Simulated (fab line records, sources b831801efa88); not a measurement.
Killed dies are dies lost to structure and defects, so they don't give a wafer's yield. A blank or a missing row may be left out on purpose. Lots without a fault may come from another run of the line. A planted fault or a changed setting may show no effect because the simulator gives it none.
Split-lot experiment | flow gf180mcu | 5 lots, 23 wafers read, on a route of 602 steps

THE SPLIT
At GF_VT_IMPLANT_COAT_13 (resist thk 1000 nm), the setting resist_thk_nm was moved away from the recipe's 1000 nm on 11 of the 23 wafers read, by -4.8% to +3.4%. The other wafers ran this setting at the recipe's value.

The reading is taken at the split's own step.

THE READING
NOVOLAK_of_VT_IMPLANT_COAT_13.thk_nm (the simulator's own value, which no gauge read), in nm, at GF_VT_IMPLANT_COAT_13 (resist thk 1000 nm). The file gives no usual value for it. The 12 wafers here that ran the recipe average 1001.1 nm, standard deviation 2.5 nm.

wafer  | tool, chamber at the split | resist_thk_nm as run, nm | against the recipe | NOVOLAK_of_VT_IMPLANT_COAT_13.thk_nm, nm | against lot-mates on the recipe
L074.2 | litho_track-02, 0          | 1000                     | recipe             | 1003                                     | -
L074.3 | litho_track-02, 0          | 1000                     | recipe             | 1003                                     | -
L074.4 | litho_track-02, 0          | 1034                     | +3.4%              | 1036                                     | +33.3
L074.5 | litho_track-02, 0          | 1000                     | recipe             | 1002                                     | -
L074.6 | litho_track-02, 0          | 1034                     | +3.4%              | 1037                                     | +34.3
L078.1 | litho_track-02, 0          | 1000                     | recipe             | 998.4                                    | -
L078.2 | litho_track-02, 0          | 966.4                    | -3.4%              | 963                                      | -34.3
L078.4 | litho_track-02, 0          | 1000                     | recipe             | 996.3                                    | -
L078.5 | litho_track-02, 0          | 966.4                    | -3.4%              | 965                                      | -32.3
L078.6 | litho_track-02, 0          | 966.4                    | -3.4%              | 965.7                                    | -31.6
L082.2 | litho_track-01, 0          | 1000                     | recipe             | 1003                                     | -
L082.3 | litho_track-01, 0          | 1000                     | recipe             | 1001                                     | -
L082.4 | litho_track-01, 0          | 1000                     | recipe             | 1002                                     | -
L084.1 | litho_track-01, 0          | 961.8                    | -3.8%              | 964.1                                    | -38.4
L084.2 | litho_track-01, 0          | 961.8                    | -3.8%              | 965.2                                    | -37.3
L084.3 | litho_track-01, 0          | 961.8                    | -3.8%              | 962.8                                    | -39.7
L084.4 | litho_track-01, 0          | 1000                     | recipe             | 1001                                     | -
L084.6 | litho_track-01, 0          | 1000                     | recipe             | 1004                                     | -
L085.1 | litho_track-03, 0          | 1000                     | recipe             | 1003                                     | -
L085.3 | litho_track-03, 0          | 952.2                    | -4.8%              | 954.5                                    | -45.1
L085.4 | litho_track-03, 0          | 952.2                    | -4.8%              | 953.8                                    | -45.9
L085.5 | litho_track-03, 0          | 952.2                    | -4.8%              | 952.7                                    | -46.9
L085.6 | litho_track-03, 0          | 1000                     | recipe             | 996.3                                    | -

THE FIT
A straight line over all 23 wafers: NOVOLAK_of_VT_IMPLANT_COAT_13.thk_nm changes by +10.1 nm for each +1% of resist_thk_nm; r = +1.00; the points scatter about the line by 2.4 nm.
The same after taking each lot's own level away (the mean of its wafers on the recipe; 23 wafers): +9.82 nm for each +1%; r = +1.00; scatter 1.5 nm.
On that fit, the largest move of resist_thk_nm shifts the reading by 47 nm.
The lots' own levels span 997.35 to 1002.67 nm, that is 2.1 times the standard deviation above.
So the lot-to-lot level changes the slope little: the two slopes agree.
Check: with one of the wafers moved furthest among these (-4.8%) left out of the fit, the line predicts -47.1 nm for it against its lot-mates. It came out at -45.1 nm against them.

OTHER SPLITS ON THESE WAFERS
These wafers also went through other splits before the reading. Each is held against what the fit with the lots' levels taken away leaves over:
other split on the same wafers   | wafers away from the commonest value | r with NOVOLAK_of_VT_IMPLANT_COAT_13.thk_nm (lot level and that fit taken away)
GF_STI_OXIDATION_01 temp_c       | 18                                   | -0.07
GF_STI_WET_ETCH_28 temp_c        | 15                                   | +0.02
GF_DNWELL_COAT_02 spin_rpm       | 4                                    | -0.38
GF_LVPWELL_IMPLANT_09 energy_kev | 6                                    | -0.35
GF_MVPSD_SOFTBAKE_03 temp_c      | 7                                    | +0.18

THE WHOLE CHAIN: every reading that the file lists as answering this split, in the file's order
step                   | what it does       | reading                                                                               | change (the file's fit)              | r (the file's)
GF_VT_IMPLANT_COAT_13  | resist thk 1000 nm | NOVOLAK_of_VT_IMPLANT_COAT_13.thk_nm (the simulator's own value, which no gauge read) | +9.75 nm for each +1% of the setting | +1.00
GF_VT_IMPLANT_STRIP_20 | strips in O2/N2    | strip_time_to_endpoint_s                                                              | withheld for each +1% of the setting | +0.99

THE FILE'S OWN FIT
NOVOLAK_of_VT_IMPLANT_COAT_13.thk_nm changes by +9.75 nm for each +1% of resist_thk_nm, r = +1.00.
